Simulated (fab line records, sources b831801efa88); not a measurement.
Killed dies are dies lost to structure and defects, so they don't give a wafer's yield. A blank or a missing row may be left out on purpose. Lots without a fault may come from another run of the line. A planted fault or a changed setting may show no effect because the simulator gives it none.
fab line records | flow gf180mcu
record lots=5 wafers=15 last_day=33
route steps=602 shown MVPSD@87 VT_IMPLANT@90
lots that met no fault: from a run of the same line without faults
start_h: hours from the record's first day to the start of the lot's first wafer shown | wait_h: hours since the lot's step before | " the same as in the row above | L1.1+2: a row that stands for several wafers | - no value, or no start given | * or withheld: withheld | < > ~ a bound
route shown NAME@n: a module of which the file shows steps, and the number in the route of the first | usual: mean/standard deviation of fault-free wafers | same: alike in all rows | chamber/n: place in a boat | sites: the reading at each site | _std_site: their standard deviation | _edge_site: outer sites' mean less inner sites' | radius_mm: how far each site lies from the wafer's centre | mask NAME#n: copy n | behind: the tool/chamber that last shaped the wafer | hold: why the lot was held/for how many hours/how that ended | device: the transistor (n, p or np) that didn't switch | end of line: the same wafers' tests at the end of the route | a step without rows: its recipe alone | killed: dies lost to structure and defects at the first sort, not the wafer's yield | map: a wafer's dies, x killed, . not, _ none there
set.NAME: the setting as run; set.NAME@STEP: as run at that earlier step | model.NAME: the simulator's own value behind a step, which no gauge read
lots at some steps of the route; a table a step, a row a wafer
services: from which hour (start_h, from the record's first day; less than 0 if before it) a tool's chamber was out of use, for how many hours, and why
## steps
# step GF_MVPSD_IMPLANT_09
# recipe species=B energy_kev=40 dose_cm2=5e+12 tilt_deg=0
# usual beam_energy_keV=40.000/0.012
# columns lot.wafer tool chamber start_h wait_h beam_energy_keV
L076.1 implanter-01 0 108.53 0.1 39.995
L076.3 " 0 " " 39.998
L076.5 " 0 " " 40.000
L086.2 implanter-03 0 169.48 0.1 39.994
L086.3 " 0 " " 40.000
L086.4 " 0 " " 39.998
L087.2 implanter-01 0 175.18 0.1 40.007
L087.3 " 0 " " 39.994
L087.6 " 0 " " 40.014
L088.1 implanter-04 0 181.38 0.1 39.983
L088.3 " 0 " " 40.003
L088.5 " 0 " " 39.997
L094.3 implanter-01 0 216.49 0.1 39.995
L094.4 " 0 " " 40.007
L094.6 " 0 " " 40.001
# step GF_MVPSD_STRIP_10
# recipe chemistry=O2/N2 power_w=1400 pressure_mtorr=1500 platen_temp_c=250 o2_flow_sccm=3000 n2_flow_sccm=300 overash_fraction=0.5
# usual chamber_pressure_mTorr=1499.9/1.3 drypump_motor_current_A=5.7/0.34 heater_power_w=333/23 o2_flow_sccm=3001/8.5 oes_product_au=0.722/0.0042 strip_time_to_endpoint_s=36.97/0.1
# columns lot.wafer tool chamber start_h wait_h chamber_pressure_mTorr drypump_motor_current_A heater_power_w o2_flow_sccm oes_product_au rf_hours_counter_h strip_time_to_endpoint_s
L076.1 plasma_asher-02 0 108.68 0.1 1501.1 5.5 346 3004 0.719 47 37.03
L076.3 " 1 " " 1497.2 5.8 349 3009 0.721 - 37.02
L076.5 " 0 " " 1499.8 5.5 335 2996 0.729 - 37.16
L086.2 plasma_asher-01 0 169.61 0.1 1499.9 6.2 299 2994 0.718 45 37.15
L086.3 " 0 " " 1500.0 6.2 302 2992 0.721 - 37.03
L086.4 " 1 " " 1497.4 4.9 290 3012 0.721 - 36.99
L087.2 plasma_asher-04 1 175.31 0.1 1500.7 5.7 345 3000 0.716 37 36.94
L087.3 " 0 " " 1498.0 5.8 352 3006 0.723 - 36.96
L087.6 " 0 " " 1502.8 5.8 349 3010 0.718 - 36.88
L088.1 plasma_asher-04 1 181.53 0.1 1500.0 5.7 345 3022 0.718 38 36.93
L088.3 " 0 " " 1502.1 5.8 353 3006 0.727 - 36.90
L088.5 " 1 " " 1499.9 5.7 340 3026 0.722 - 36.88
L094.3 plasma_asher-01 1 216.63 0.1 1499.2 4.9 287 3010 0.724 - 37.10
L094.4 " 0 " " 1500.1 6.1 305 3008 0.719 - 37.02
L094.6 " 1 " " 1499.6 4.9 285 3004 0.727 - 36.96
# step GF_MVPSD_TW_MEAS_11
# usual MVPSD_TW=554/4.3
# columns lot.wafer tool chamber start_h wait_h MVPSD_TW
L076.1 film_metro-01 - 108.78 0.1 556
L076.3 " - " " 559
L076.5 " - " " 560
L086.2 film_metro-04 - 169.72 0.1 550
L086.3 " - " " 551
L086.4 " - " " 545
L087.2 film_metro-02 - 175.42 0.1 552
L087.3 " - " " 551
L087.6 " - " " 551
L088.1 film_metro-04 - 181.63 0.1 553
L088.3 " - " " 551
L088.5 " - " " 548
L094.3 film_metro-04 - 216.71 0.1 550
L094.4 " - " " 548
L094.6 " - " " 550
# step GF_VT_IMPLANT_DEHYDRATE_00
# recipe temp_c=200 time_s=60
# columns lot.wafer tool chamber start_h wait_h
L076.1+3+5 litho_track-01 0 115.23 6.4
L086.2+3+4 litho_track-04 0 177.18 7.5
L087.2+3+6 litho_track-04 0 182.68 7.3
L088.1+3+5 litho_track-01 0 189.43 7.8
L094.3+4+6 litho_track-04 0 225.06 8.3
# step GF_VT_IMPLANT_HMDS_01
# recipe prime_time_s=60 prime_temp_c=120
# columns lot.wafer tool chamber start_h wait_h
L076.1+3+5 litho_track-01 0 115.38 0.1
L086.2+3+4 litho_track-04 0 177.33 0.1
L087.2+3+6 litho_track-04 0 182.83 0.1
L088.1+3+5 litho_track-01 0 189.58 0.1
L094.3+4+6 litho_track-04 0 225.21 0.1
# step GF_VT_IMPLANT_COAT_02
# recipe resist=NOVOLAK spin_rpm=3000 resist_thk_nm=1000
# usual dispense_pressure_kPa=47.7/0.75
# columns lot.wafer tool chamber start_h wait_h dispense_pressure_kPa
L076.1 litho_track-01 0 115.53 0.1 46.6
L076.3 " 0 " " 46.6
L076.5 " 0 " " 46.6
L086.2 litho_track-04 0 177.48 0.1 47.5
L086.3 " 0 " " 47.5
L086.4 " 0 " " 47.5
L087.2 litho_track-04 0 182.98 0.1 47.5
L087.3 " 0 " " 47.5
L087.6 " 0 " " 47.5
L088.1 litho_track-01 0 189.73 0.1 46.6
L088.3 " 0 " " 46.6
L088.5 " 0 " " 46.6
L094.3 litho_track-04 0 225.36 0.1 47.6
L094.4 " 0 " " 47.5
L094.6 " 0 " " 47.5
# step GF_VT_IMPLANT_SOFTBAKE_03
# recipe temp_c=90 time_s=60 resist=NOVOLAK
# columns lot.wafer tool chamber start_h wait_h
L076.1+3+5 litho_track-01 0 115.68 0.1
L086.2+3+4 litho_track-04 0 177.63 0.1
L087.2+3+6 litho_track-04 0 183.13 0.1
L088.1+3+5 litho_track-01 0 189.88 0.1
L094.3+4+6 litho_track-04 0 225.51 0.1
# step GF_VT_IMPLANT_EXPOSE_04
# recipe mask_id=LVPWELL_LV_AREA target_cd_nm=600 na=0.6 source_shape=conventional sigma_outer=0.6 dose_mj=140
# same na=0.6 sigma_outer=0.6
# columns lot.wafer tool chamber start_h wait_h mask
L076.1+3+5 iline_stepper-01 0 - - LVPWELL_LV_AREA#0
L086.2+3+4 iline_stepper-01 0 - - LVPWELL_LV_AREA#0
L087.2+3+6 iline_stepper-02 0 - - LVPWELL_LV_AREA#0
L088.1+3+5 iline_stepper-02 0 - - LVPWELL_LV_AREA#0
L094.3+4+6 iline_stepper-01 0 - - LVPWELL_LV_AREA#0
# step GF_VT_IMPLANT_PEB_05
# recipe temp_c=withheld time_s=* resist=NOVOLAK
# columns lot.wafer tool chamber start_h wait_h
L076.1+3+5 litho_track-04 0 - -
L086.2+3+4 litho_track-04 0 - -
L087.2+3+6 litho_track-04 0 - -
L088.1+3+5 litho_track-01 0 - -
L094.3+4+6 litho_track-01 0 - -
# step GF_VT_IMPLANT_DEVELOP_06
# recipe develop_time_s=60 dev_temp_c=23
# columns lot.wafer tool chamber start_h wait_h
L076.1+3+5 litho_track-04 0 122.76 0.1
L086.2+3+4 litho_track-04 0 185.73 0.1
L087.2+3+6 litho_track-04 0 191.63 0.1
L088.1+3+5 litho_track-01 0 198.23 0.1
L094.3+4+6 litho_track-01 0 234.73 0.1
# step GF_VT_IMPLANT_OVL_MEAS_07
# usual VT_IMPLANT_OVL=-1.2/1.6
# columns lot.wafer tool chamber start_h wait_h VT_IMPLANT_OVL[nm]
L076.1 overlay-02 - 122.91 0.1 -3.6
L076.3 " - " " -3.4
L076.5 " - " " -2.7
L086.2 overlay-01 - 185.86 0.1 -1.9
L086.3 " - " " -0.5
L086.4 " - " " -2.7
L087.2 overlay-02 - 191.76 0.1 -1.7
L087.3 " - " " -0.1
L087.6 " - " " -0.5
L088.1 overlay-02 - 198.38 0.1 2.7
L088.3 " - " " 2.2
L088.5 " - " " -1.3
L094.3 overlay-02 - 234.84 0.1 -1.7
L094.4 " - " " -2.6
L094.6 " - " " -4.8
# step GF_VT_IMPLANT_IMPLANT_08
# recipe species=BF2 energy_kev=20 dose_cm2=8.29e+12 tilt_deg=7
# usual beam_energy_keV=20.000/0.0054
# columns lot.wafer tool chamber start_h wait_h beam_energy_keV
L076.1 implanter-01 0 122.94 0.0 20.002
L076.3 " 0 " " 19.999
L076.5 " 0 " " 19.999
L086.2 implanter-04 0 185.92 0.0 19.998
L086.3 " 0 " " 20.003
L086.4 " 0 " " 19.994
L087.2 implanter-01 0 191.82 0.0 19.995
L087.3 " 0 " " 20.006
L087.6 " 0 " " 20.012
L088.1 implanter-02 0 198.41 0.0 19.991
L088.3 " 0 " " 20.000
L088.5 " 0 " " 20.003
L094.3 implanter-04 0 234.91 0.1 19.993
L094.4 " 0 " " 19.992
L094.6 " 0 " " 19.997
# step GF_VT_IMPLANT_STRIP_09
# recipe chemistry=O2/N2 power_w=1400 pressure_mtorr=1500 platen_temp_c=250 o2_flow_sccm=3000 n2_flow_sccm=300 overash_fraction=0.5
# usual chamber_pressure_mTorr=1500.0/1.5 heater_power_w=335/28 o2_flow_sccm=2998/9.4 oes_product_au=0.716/0.0045 strip_time_to_endpoint_s=12.64/0.037
# same drypump_motor_current_A=5.7
# columns lot.wafer tool chamber start_h wait_h chamber_pressure_mTorr heater_power_w o2_flow_sccm oes_product_au rf_hours_counter_h strip_time_to_endpoint_s
L076.1 plasma_asher-03 1 123.09 0.1 1500.5 376 2994 0.719 1 12.64
L076.3 " 0 " " 1502.2 334 3005 0.717 - 12.64
L076.5 " 1 " " 1496.9 376 3010 0.720 - 12.63
L086.2 plasma_asher-03 0 186.04 0.1 1499.8 339 2999 0.712 8 12.58
L086.3 " 0 " " 1500.0 337 2996 0.718 - 12.58
L086.4 " 1 " " 1500.4 361 2983 0.720 - 12.61
L087.2 plasma_asher-03 1 191.94 0.1 1503.2 380 3008 0.715 9 12.65
L087.3 " 0 " " 1498.4 337 3001 0.711 - 12.66
L087.6 " 1 " " 1498.5 374 3012 0.720 - 12.65
L088.1 plasma_asher-03 0 198.56 0.1 1499.6 331 3001 0.721 9 12.73
L088.3 " 0 " " 1499.0 330 2991 0.717 - 12.72
L088.5 " 0 " " 1497.2 333 2997 0.718 - 12.65
L094.3 plasma_asher-03 0 235.05 0.1 1499.9 334 2986 0.717 - 12.58
L094.4 " 1 " " 1501.1 369 3009 0.718 - 12.60
L094.6 " 0 " " 1500.4 328 2987 0.715 - 12.61
# step GF_VT_IMPLANT_TW_MEAS_10
# usual VT_IMPLANT_TW=561/3.2
# columns lot.wafer tool chamber start_h wait_h VT_IMPLANT_TW
L076.1 film_metro-03 - 123.19 0.1 563
L076.3 " - " " 563
L076.5 " - " " 559
L086.2 film_metro-04 - 186.15 0.1 562
L086.3 " - " " 557
L086.4 " - " " 560
L087.2 film_metro-03 - 192.05 0.1 562
L087.3 " - " " 563
L087.6 " - " " 563
L088.1 film_metro-03 - 198.66 0.1 563
L088.3 " - " " 563
L088.5 " - " " 563
L094.3 film_metro-04 - 235.13 0.1 557
L094.4 " - " " 558
L094.6 " - " " 558
# step GF_VT_IMPLANT_DEHYDRATE_11
# recipe temp_c=200 time_s=60
# columns lot.wafer tool chamber start_h wait_h
L076.1+3+5 litho_track-04 0 130.31 7.1
L086.2+3+4 litho_track-04 0 193.93 7.8
L087.2+3+6 litho_track-01 0 199.80 7.7
L088.1+3+5 litho_track-01 0 206.43 7.8
L094.3+4+6 litho_track-03 0 243.67 8.5
# step GF_VT_IMPLANT_HMDS_12
# recipe prime_time_s=60 prime_temp_c=120
# columns lot.wafer tool chamber start_h wait_h
L076.1+3+5 litho_track-04 0 130.46 0.1
L086.2+3+4 litho_track-04 0 194.08 0.1
L087.2+3+6 litho_track-01 0 199.95 0.1
L088.1+3+5 litho_track-01 0 206.58 0.1
L094.3+4+6 litho_track-03 0 243.82 0.1
# step GF_VT_IMPLANT_COAT_13
# recipe resist=NOVOLAK spin_rpm=3000 resist_thk_nm=1000
# usual dispense_pressure_kPa=47.5/0.77
# columns lot.wafer tool chamber start_h wait_h dispense_pressure_kPa
L076.1 litho_track-04 0 130.61 0.1 47.5
L076.3 " 0 " " 47.5
L076.5 " 0 " " 47.5
L086.2 litho_track-04 0 194.23 0.1 47.5
L086.3 " 0 " " 47.6
L086.4 " 0 " " 47.5
L087.2 litho_track-01 0 200.10 0.1 46.5
L087.3 " 0 " " 46.5
L087.6 " 0 " " 46.5
L088.1 litho_track-01 0 206.73 0.1 46.5
L088.3 " 0 " " 46.5
L088.5 " 0 " " 46.5
L094.3 litho_track-03 0 243.97 0.1 48.6
L094.4 " 0 " " 48.7
L094.6 " 0 " " 48.6
# step GF_VT_IMPLANT_SOFTBAKE_14
# recipe temp_c=90 time_s=60 resist=NOVOLAK
# columns lot.wafer tool chamber start_h wait_h
L076.1+3+5 litho_track-04 0 130.76 0.1
L086.2+3+4 litho_track-04 0 194.38 0.1
L087.2+3+6 litho_track-01 0 200.25 0.1
L088.1+3+5 litho_track-01 0 206.88 0.1
L094.3+4+6 litho_track-03 0 244.12 0.1
# step GF_VT_IMPLANT_EXPOSE_15
# recipe mask_id=Nwell_LV_AREA target_cd_nm=860 na=0.6 source_shape=conventional sigma_outer=0.6 dose_mj=140
# same na=0.6 sigma_outer=0.6
# columns lot.wafer tool chamber start_h wait_h mask
L076.1+3+5 iline_stepper-02 0 - - Nwell_LV_AREA#0
L086.2+3+4 iline_stepper-02 0 - - Nwell_LV_AREA#0
L087.2+3+6 iline_stepper-02 0 - - Nwell_LV_AREA#0
L088.1+3+5 iline_stepper-02 0 - - Nwell_LV_AREA#0
L094.3+4+6 iline_stepper-01 0 - - Nwell_LV_AREA#0
# step GF_VT_IMPLANT_PEB_16
# recipe temp_c=withheld time_s=* resist=NOVOLAK
# columns lot.wafer tool chamber start_h wait_h
L076.1+3+5 litho_track-04 0 - -
L086.2+3+4 litho_track-03 0 - -
L087.2+3+6 litho_track-01 0 - -
L088.1+3+5 litho_track-03 0 - -
L094.3+4+6 litho_track-03 0 - -
# step GF_VT_IMPLANT_DEVELOP_17
# recipe develop_time_s=60 dev_temp_c=23
# columns lot.wafer tool chamber start_h wait_h
L076.1+3+5 litho_track-04 0 138.61 0.1
L086.2+3+4 litho_track-03 0 203.15 0.1
L087.2+3+6 litho_track-01 0 208.70 0.1
L088.1+3+5 litho_track-03 0 215.57 0.1
L094.3+4+6 litho_track-03 0 253.17 0.1
# step GF_VT_IMPLANT_OVL_MEAS_18
# usual VT_IMPLANT_01_OVL=0.9/1.3
# columns lot.wafer tool chamber start_h wait_h VT_IMPLANT_01_OVL[nm]
L076.1 overlay-02 - 138.76 0.1 0.9
L076.3 " - " " 1.0
L076.5 " - " " 0.8
L086.2 overlay-01 - 203.28 0.1 1.8
L086.3 " - " " 1.7
L086.4 " - " " -0.9
L087.2 overlay-02 - 208.83 0.1 0.0
L087.3 " - " " -1.5
L087.6 " - " " 0.9
L088.1 overlay-02 - 215.73 0.1 0.2
L088.3 " - " " -0.2
L088.5 " - " " 2.2
L094.3 overlay-01 - 253.28 0.1 0.2
L094.4 " - " " 0.1
L094.6 " - " " 0.1
# step GF_VT_IMPLANT_IMPLANT_19
# recipe species=As energy_kev=100 dose_cm2=4.35e+12 tilt_deg=7
# usual beam_energy_keV=100.00/0.029
# columns lot.wafer tool chamber start_h wait_h beam_energy_keV
L076.1 implanter-01 0 138.79 0.0 99.971
L076.3 " 0 " " 99.986
L076.5 " 0 " " 100.01
L086.2 implanter-01 0 203.33 0.0 99.968
L086.3 " 0 " " 100.03
L086.4 " 0 " " 100.01
L087.2 implanter-01 0 208.89 0.0 100.02
L087.3 " 0 " " 100.03
L087.6 " 0 " " 100.03
L088.1 implanter-02 0 215.77 0.0 100.00
L088.3 " 0 " " 99.984
L088.5 " 0 " " 100.03
L094.3 implanter-01 0 253.36 0.1 99.991
L094.4 " 0 " " 100.05
L094.6 " 0 " " 100.02
# step GF_VT_IMPLANT_STRIP_20
# recipe chemistry=O2/N2 power_w=1400 pressure_mtorr=1500 platen_temp_c=250 o2_flow_sccm=3000 n2_flow_sccm=300 overash_fraction=0.5
# usual chamber_pressure_mTorr=1499.9/1.4 drypump_motor_current_A=5.7/0.35 heater_power_w=335/30 o2_flow_sccm=3001/8.2 oes_product_au=0.716/0.0046 strip_time_to_endpoint_s=12.63/0.037
# columns lot.wafer tool chamber start_h wait_h chamber_pressure_mTorr drypump_motor_current_A heater_power_w o2_flow_sccm oes_product_au rf_hours_counter_h strip_time_to_endpoint_s
L076.1 plasma_asher-04 0 138.94 0.1 1498.9 5.8 346 3001 0.705 33 12.60
L076.3 " 1 " " 1501.2 5.7 345 2994 0.720 - 12.62
L076.5 " 1 " " 1498.3 5.7 354 2994 0.716 - 12.59
L086.2 plasma_asher-04 1 203.46 0.1 1499.6 5.7 346 3010 0.714 40 12.67
L086.3 " 1 " " 1502.9 5.7 343 3007 0.717 - 12.62
L086.4 " 0 " " 1497.8 5.9 354 2999 0.709 - 12.58
L087.2 plasma_asher-03 1 209.01 0.1 1499.2 5.7 374 2996 0.713 10 12.53
L087.3 " 0 " " 1499.7 5.7 327 3009 0.720 - 12.57
L087.6 " 0 " " 1500.8 5.7 340 3016 0.713 - 12.53
L088.1 plasma_asher-03 0 215.92 0.1 1497.3 5.7 332 2998 0.712 11 12.63
L088.3 " 0 " " 1500.4 5.7 319 3007 0.719 - 12.62
L088.5 " 0 " " 1499.5 5.7 328 3002 0.716 - 12.68
L094.3 plasma_asher-03 1 253.49 0.1 1499.8 5.7 371 2989 0.726 - 12.60
L094.4 " 0 " " 1501.1 5.7 336 2990 0.718 - 12.59
L094.6 " 0 " " 1502.3 5.7 337 2992 0.722 - 12.63
# step GF_VT_IMPLANT_TW_MEAS_21
# usual VT_IMPLANT_2_TW=1211/6.6
# columns lot.wafer tool chamber start_h wait_h VT_IMPLANT_2_TW
L076.1 film_metro-03 - 139.04 0.1 1213
L076.3 " - " " 1211
L076.5 " - " " 1212
L086.2 film_metro-03 - 203.57 0.1 1204
L086.3 " - " " 1208
L086.4 " - " " 1206
L087.2 film_metro-04 - 209.12 0.1 1205
L087.3 " - " " 1203
L087.6 " - " " 1208
L088.1 film_metro-03 - 216.02 0.1 1209
L088.3 " - " " 1215
L088.5 " - " " 1206
L094.3 film_metro-02 - 253.58 0.1 1223
L094.4 " - " " 1224
L094.6 " - " " 1220
# step GF_VT_IMPLANT_DEHYDRATE_22
# recipe temp_c=200 time_s=60
# columns lot.wafer tool chamber start_h wait_h
L076.1+3+5 litho_track-03 0 146.72 7.7
L086.2+3+4 litho_track-04 0 211.63 8.1
L087.2+3+6 litho_track-03 0 216.65 7.5
L088.1+3+5 litho_track-01 0 224.13 8.1
L094.3+4+6 litho_track-03 0 262.77 9.2
# step GF_VT_IMPLANT_HMDS_23
# recipe prime_time_s=60 prime_temp_c=120
# columns lot.wafer tool chamber start_h wait_h
L076.1+3+5 litho_track-03 0 146.87 0.1
L086.2+3+4 litho_track-04 0 211.78 0.1
L087.2+3+6 litho_track-03 0 216.80 0.1
L088.1+3+5 litho_track-01 0 224.28 0.1
L094.3+4+6 litho_track-03 0 262.92 0.1
# step GF_VT_IMPLANT_COAT_24
# recipe resist=NOVOLAK spin_rpm=3000 resist_thk_nm=1000
# usual dispense_pressure_kPa=47.7/0.93
# columns lot.wafer tool chamber start_h wait_h dispense_pressure_kPa
L076.1 litho_track-03 0 147.02 0.1 48.6
L076.3 " 0 " " 48.6
L076.5 " 0 " " 48.6
L086.2 litho_track-04 0 211.93 0.1 47.5
L086.3 " 0 " " 47.5
L086.4 " 0 " " 47.5
L087.2 litho_track-03 0 216.95 0.1 48.6
L087.3 " 0 " " 48.6
L087.6 " 0 " " 48.6
L088.1 litho_track-01 0 224.43 0.1 46.6
L088.3 " 0 " " 46.6
L088.5 " 0 " " 46.6
L094.3 litho_track-03 0 263.07 0.1 48.6
L094.4 " 0 " " 48.6
L094.6 " 0 " " 48.7
# step GF_VT_IMPLANT_SOFTBAKE_25
# recipe temp_c=90 time_s=60 resist=NOVOLAK
# columns lot.wafer tool chamber start_h wait_h
L076.1+3+5 litho_track-03 0 147.17 0.1
L086.2+3+4 litho_track-04 0 212.08 0.1
L087.2+3+6 litho_track-03 0 217.10 0.1
L088.1+3+5 litho_track-01 0 224.58 0.1
L094.3+4+6 litho_track-03 0 263.22 0.1
# step GF_VT_IMPLANT_EXPOSE_26
# recipe mask_id=LVPWELL_HV_AREA target_cd_nm=860 na=0.6 source_shape=conventional sigma_outer=0.6 dose_mj=140
# same na=0.6 sigma_outer=0.6
# columns lot.wafer tool chamber start_h wait_h mask
L076.1+3+5 iline_stepper-01 0 - - LVPWELL_HV_AREA#0
L086.2+3+4 iline_stepper-01 0 - - LVPWELL_HV_AREA#0
L087.2+3+6 iline_stepper-01 0 - - LVPWELL_HV_AREA#0
L088.1+3+5 iline_stepper-01 0 - - LVPWELL_HV_AREA#0
L094.3+4+6 iline_stepper-02 0 - - LVPWELL_HV_AREA#0
# step GF_VT_IMPLANT_PEB_27
# recipe temp_c=withheld time_s=* resist=NOVOLAK
# columns lot.wafer tool chamber start_h wait_h
L076.1+3+5 litho_track-03 0 - -
L086.2+3+4 litho_track-04 0 - -
L087.2+3+6 litho_track-04 0 - -
L088.1+3+5 litho_track-04 0 - -
L094.3+4+6 litho_track-01 0 - -
# step GF_VT_IMPLANT_DEVELOP_28
# recipe develop_time_s=60 dev_temp_c=23
# columns lot.wafer tool chamber start_h wait_h
L076.1+3+5 litho_track-03 0 154.72 0.1
L086.2+3+4 litho_track-04 0 220.53 0.1
L087.2+3+6 litho_track-04 0 226.08 0.1
L088.1+3+5 litho_track-04 0 233.36 0.1
L094.3+4+6 litho_track-01 0 271.78 0.1
# step GF_VT_IMPLANT_OVL_MEAS_29
# usual VT_IMPLANT_02_OVL=0.9/1.3
# columns lot.wafer tool chamber start_h wait_h VT_IMPLANT_02_OVL[nm]
L076.1 overlay-01 - 154.87 0.1 2.0
L076.3 " - " " 0.8
L076.5 " - " " 2.8
L086.2 overlay-02 - 220.66 0.1 0.2
L086.3 " - " " -1.0
L086.4 " - " " 0.2
L087.2 overlay-02 - 226.21 0.1 1.8
L087.3 " - " " 1.8
L087.6 " - " " 0.5
L088.1 overlay-01 - 233.51 0.1 1.1
L088.3 " - " " 1.0
L088.5 " - " " 4.1
L094.3 overlay-01 - 271.89 0.1 1.6
L094.4 " - " " 2.0
L094.6 " - " " 3.4
# step GF_VT_IMPLANT_IMPLANT_30
# recipe species=B energy_kev=25 dose_cm2=2.534e+12 tilt_deg=7
# usual beam_energy_keV=25.000/0.008
# columns lot.wafer tool chamber start_h wait_h beam_energy_keV
L076.1 implanter-01 0 154.91 0.0 24.994
L076.3 " 0 " " 24.995
L076.5 " 0 " " 25.008
L086.2 implanter-01 0 220.72 0.0 24.990
L086.3 " 0 " " 24.993
L086.4 " 0 " " 24.995
L087.2 implanter-04 0 226.27 0.0 24.996
L087.3 " 0 " " 24.991
L087.6 " 0 " " 24.989
L088.1 implanter-04 0 233.54 0.0 25.019
L088.3 " 0 " " 25.007
L088.5 " 0 " " 25.002
L094.3 implanter-01 0 271.96 0.1 24.997
L094.4 " 0 " " 24.999
L094.6 " 0 " " 25.007
# step GF_VT_IMPLANT_STRIP_31
# recipe chemistry=O2/N2 power_w=1400 pressure_mtorr=1500 platen_temp_c=250 o2_flow_sccm=3000 n2_flow_sccm=300 overash_fraction=0.5
# usual chamber_pressure_mTorr=1499.8/1.6 drypump_motor_current_A=5.7/0.38 heater_power_w=333/29 o2_flow_sccm=3003/8.3 oes_product_au=0.716/0.0047 strip_time_to_endpoint_s=12.65/0.031
# columns lot.wafer tool chamber start_h wait_h chamber_pressure_mTorr drypump_motor_current_A heater_power_w o2_flow_sccm oes_product_au rf_hours_counter_h strip_time_to_endpoint_s
L076.1 plasma_asher-04 1 155.06 0.1 1501.6 5.8 341 3007 0.722 35 12.69
L076.3 " 1 " " 1502.2 5.8 356 3010 0.716 - 12.65
L076.5 " 1 " " 1500.0 5.8 339 2998 0.710 - 12.66
L086.2 plasma_asher-04 0 220.84 0.1 1501.8 5.8 352 3013 0.716 42 12.66
L086.3 " 0 " " 1499.8 5.8 357 3009 0.714 - 12.62
L086.4 " 1 " " 1498.8 5.7 344 3016 0.724 - 12.65
L087.2 plasma_asher-01 0 226.39 0.1 1499.3 6.1 302 3001 0.716 51 12.68
L087.3 " 1 " " 1499.7 4.9 293 3004 0.720 - 12.70
L087.6 " 0 " " 1499.6 6.1 311 3015 0.716 - 12.63
L088.1 plasma_asher-03 1 233.69 0.1 1497.6 5.7 376 2998 0.717 13 12.67
L088.3 " 0 " " 1501.1 5.7 334 3003 0.714 - 12.64
L088.5 " 0 " " 1500.3 5.7 323 3016 0.717 - 12.69
L094.3 plasma_asher-03 1 272.10 0.1 1500.7 5.7 368 2994 0.715 - 12.66
L094.4 " 0 " " 1502.8 5.7 339 3016 0.718 - 12.67
L094.6 " 1 " " 1498.5 5.7 370 2996 0.724 - 12.67
# step GF_VT_IMPLANT_TW_MEAS_32
# usual VT_IMPLANT_3_TW=267.7/1.3
# columns lot.wafer tool chamber start_h wait_h VT_IMPLANT_3_TW
L076.1 film_metro-03 - 155.16 0.1 269.2
L076.3 " - " " 268.7
L076.5 " - " " 269.0
L086.2 film_metro-02 - 220.95 0.1 269.8
L086.3 " - " " 269.1
L086.4 " - " " 268.8
L087.2 film_metro-04 - 226.50 0.1 264.6
L087.3 " - " " 265.9
L087.6 " - " " 264.1
L088.1 film_metro-04 - 233.79 0.1 265.7
L088.3 " - " " 264.7
L088.5 " - " " 264.9
L094.3 film_metro-02 - 272.18 0.1 269.5
L094.4 " - " " 268.3
L094.6 " - " " 267.9
# step GF_VT_IMPLANT_DEHYDRATE_33
# recipe temp_c=200 time_s=60
# columns lot.wafer tool chamber start_h wait_h
L076.1+3+5 litho_track-01 0 162.98 7.8
L086.2+3+4 litho_track-04 0 229.58 8.6
L087.2+3+6 litho_track-03 0 235.34 8.8
L088.1+3+5 litho_track-01 0 242.28 8.5
L094.3+4+6 litho_track-01 0 281.58 9.4
# step GF_VT_IMPLANT_HMDS_34
# recipe prime_time_s=60 prime_temp_c=120
# columns lot.wafer tool chamber start_h wait_h
L076.1+3+5 litho_track-01 0 163.13 0.1
L086.2+3+4 litho_track-04 0 229.73 0.1
L087.2+3+6 litho_track-03 0 235.49 0.1
L088.1+3+5 litho_track-01 0 242.43 0.1
L094.3+4+6 litho_track-01 0 281.73 0.1
# step GF_VT_IMPLANT_COAT_35
# recipe resist=NOVOLAK spin_rpm=3000 resist_thk_nm=1000
# usual dispense_pressure_kPa=47.4/0.86
# columns lot.wafer tool chamber start_h wait_h dispense_pressure_kPa
L076.1 litho_track-01 0 163.28 0.1 46.5
L076.3 " 0 " " 46.6
L076.5 " 0 " " 46.6
L086.2 litho_track-04 0 229.88 0.1 47.5
L086.3 " 0 " " 47.5
L086.4 " 0 " " 47.5
L087.2 litho_track-03 0 235.64 0.1 48.6
L087.3 " 0 " " 48.7
L087.6 " 0 " " 48.6
L088.1 litho_track-01 0 242.58 0.1 46.6
L088.3 " 0 " " 46.6
L088.5 " 0 " " 46.6
L094.3 litho_track-01 0 281.88 0.1 46.7
L094.4 " 0 " " 46.6
L094.6 " 0 " " 46.6
# step GF_VT_IMPLANT_SOFTBAKE_36
# recipe temp_c=90 time_s=60 resist=NOVOLAK
# columns lot.wafer tool chamber start_h wait_h
L076.1+3+5 litho_track-01 0 163.43 0.1
L086.2+3+4 litho_track-04 0 230.03 0.1
L087.2+3+6 litho_track-03 0 235.79 0.1
L088.1+3+5 litho_track-01 0 242.73 0.1
L094.3+4+6 litho_track-01 0 282.03 0.1
# step GF_VT_IMPLANT_EXPOSE_37
# recipe mask_id=Nwell_HV_AREA target_cd_nm=860 na=0.6 source_shape=conventional sigma_outer=0.6 dose_mj=140
# same na=0.6 sigma_outer=0.6
# columns lot.wafer tool chamber start_h wait_h mask
L076.1+3+5 iline_stepper-01 0 - - Nwell_HV_AREA#0
L086.2+3+4 iline_stepper-02 0 - - Nwell_HV_AREA#0
L087.2+3+6 iline_stepper-02 0 - - Nwell_HV_AREA#0
L088.1+3+5 iline_stepper-01 0 - - Nwell_HV_AREA#0
L094.3+4+6 iline_stepper-02 0 - - Nwell_HV_AREA#0
# step GF_VT_IMPLANT_PEB_38
# recipe temp_c=withheld time_s=* resist=NOVOLAK
# columns lot.wafer tool chamber start_h wait_h
L076.1+3+5 litho_track-04 0 - -
L086.2+3+4 litho_track-04 0 - -
L087.2+3+6 litho_track-03 0 - -
L088.1+3+5 litho_track-03 0 - -
L094.3+4+6 litho_track-03 0 - -
## services
# columns tool chamber start_h hours kind
plasma_asher-02 - 86.58 0.9 repair
implanter-04 - 87.54 2.6 pm
implanter-01 - 87.97 4.1 repair
implanter-02 - 97.87 2.6 repair
implanter-01 - 100.68 3.8 repair
iline_stepper-02 - 106.13 1.7 pm
plasma_asher-03 - 108.75 9.0 pm
plasma_asher-04 - 122.00 0.4 repair
implanter-04 - 123.66 4.0 repair
implanter-01 - 140.55 4.5 repair
implanter-02 - 143.91 2.5 repair
plasma_asher-04 - 162.26 1.9 repair
iline_stepper-02 - 162.86 4.5 repair
plasma_asher-03 - 184.63 1.2 repair
plasma_asher-01 - 185.71 1.4 repair
implanter-04 - 215.88 1.4 repair
plasma_asher-03 - 216.45 0.6 repair
implanter-04 - 217.24 4.4 pm
implanter-03 - 219.35 0.7 repair
plasma_asher-04 - 229.74 13.0 repair
plasma_asher-04 - 235.59 4.3 repair
implanter-04 - 266.01 5.2 repair
plasma_asher-04 - 278.03 2.8 pm
implanter-01 - 290.69 5.3 pm
## key
fault none
